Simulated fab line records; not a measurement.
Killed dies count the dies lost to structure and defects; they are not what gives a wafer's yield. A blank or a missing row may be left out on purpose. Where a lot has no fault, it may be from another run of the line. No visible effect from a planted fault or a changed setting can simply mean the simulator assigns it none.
Chamber matching	flow sky130	cmp-02 running SKY_VIA3_CMP_02: 4 sister chambers
The step polishes SiO2. 42 wafers are shown with their chamber, then 12 later ones without.

WAFERS PAIRED WITH THEIR CHAMBERS
wafer	chamber	motorCurrentA (A)	edgeZonePressureFrac	retainingRingPressureFrac
L074.2	0	9.8	1.002	0.996
L074.4	1	12.2	1.003	1.007
L074.5	3	13.3	1.014	1.009
L075.1	1	11.8	0.999	1.003
L075.2	3	13.0	1.005	1.001
L075.3	2	11.5	0.996	0.994
L077.1	1	11.6	0.997	1.000
L077.2	2	12.0	0.998	0.998
L077.5	0	10.1	0.990	1.002
L079.1	2	12.8	1.003	1.002
L079.3	3	14.3	1.000	0.988
L079.4	0	9.9	0.997	1.005
L080.2	1	12.1	0.991	0.991
L080.3	0	10.7	1.002	1.007
L080.4	3	13.5	1.002	1.000
L082.1	3	12.6	0.997	0.991
L082.2	2	12.5	1.000	1.000
L082.4	1	11.6	1.001	1.001
L085.2	3	12.7	1.001	0.995
L085.3	1	11.6	1.007	0.999
L085.6	3	12.6	0.999	0.999
L086.1	0	10.4	1.002	1.001
L086.3	2	11.9	1.006	0.999
L086.5	3	13.5	0.998	0.999
L084.4	1	12.2	1.007	1.001
L084.5	1	11.5	0.994	0.997
L084.6	0	10.4	1.002	1.006
L087.1	0	10.5	0.996	0.991
L087.2	2	11.9	0.998	1.003
L087.4	1	11.3	1.004	1.001
L089.1	0	9.9	0.998	0.999
L089.3	1	12.4	0.995	0.996
L089.6	2	12.3	1.001	0.999
L090.1	3	13.6	0.995	1.003
L090.2	2	12.5	1.003	1.000
L090.5	0	10.2	0.999	0.995
L091.2	3	12.9	1.003	0.994
L091.4	1	12.0	1.002	0.999
L091.5	2	12.0	0.992	0.992
L092.3	3	13.9	1.006	1.004
L092.4	0	10.3	0.999	1.006
L092.5	1	12.0	1.005	1.004

SIGNATURES (averages over the wafers above)
reading	chamber 0	chamber 1	chamber 2	chamber 3	scatter within a chamber
motorCurrentA	10.220	11.858	12.156	13.264	0.411
edgeZonePressureFrac	0.99870	1.00042	0.99967	1.00182	0.00473
retainingRingPressureFrac	1.00080	0.99992	0.99856	0.99845	0.00492
Rule: a wafer lies at a distance from a chamber equal to the root of the sum of squares, over the readings, of (its reading less the chamber's mean, divided by the reading's scatter). If the next closest chamber is less than 2 further off than the closest, the wafer can't be placed; otherwise it belongs to the closest. How the scatter is found: for the shown wafers, subtract from each reading the mean of its chamber, square and add these, divide the total by (wafers less chambers), then take the root.

WAFERS WITH NO CHAMBER GIVEN
wafer	motorCurrentA (A)	edgeZonePressureFrac	retainingRingPressureFrac
L093.1	12.2	1.005	0.998
L093.4	10.3	1.004	0.998
L093.5	9.8	0.999	1.001
L094.3	12.2	1.001	0.992
L094.4	13.6	1.013	1.000
L094.6	13.1	1.005	0.998
L096.2	9.6	1.003	0.999
L096.3	13.2	0.998	0.998
L096.4	12.2	0.998	0.998
L097.2	13.4	0.997	1.003
L097.5	12.1	1.004	1.012
L097.6	11.7	1.007	0.997

WHICH CHAMBER EACH WENT THROUGH
wafer	from the rows above	in truth
L093.1	can't be placed: 2 or 1 or 3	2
L093.4	0	0
L093.5	0	0
L094.3	can't be placed: 2 or 1 or 3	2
L094.4	can't be placed: 3 or 2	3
L094.6	can't be placed: 3 or 2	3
L096.2	0	0
L096.3	can't be placed: 3 or 2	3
L096.4	can't be placed: 2 or 1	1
L097.2	can't be placed: 3 or 2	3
L097.5	can't be placed: 1 or 2 or 3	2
L097.6	can't be placed: 1 or 2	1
Correctly placed: 3 of 12. Unplaceable from these rows: 9, with the true chamber sitting among the candidates in 9. Placed wrongly: 0.
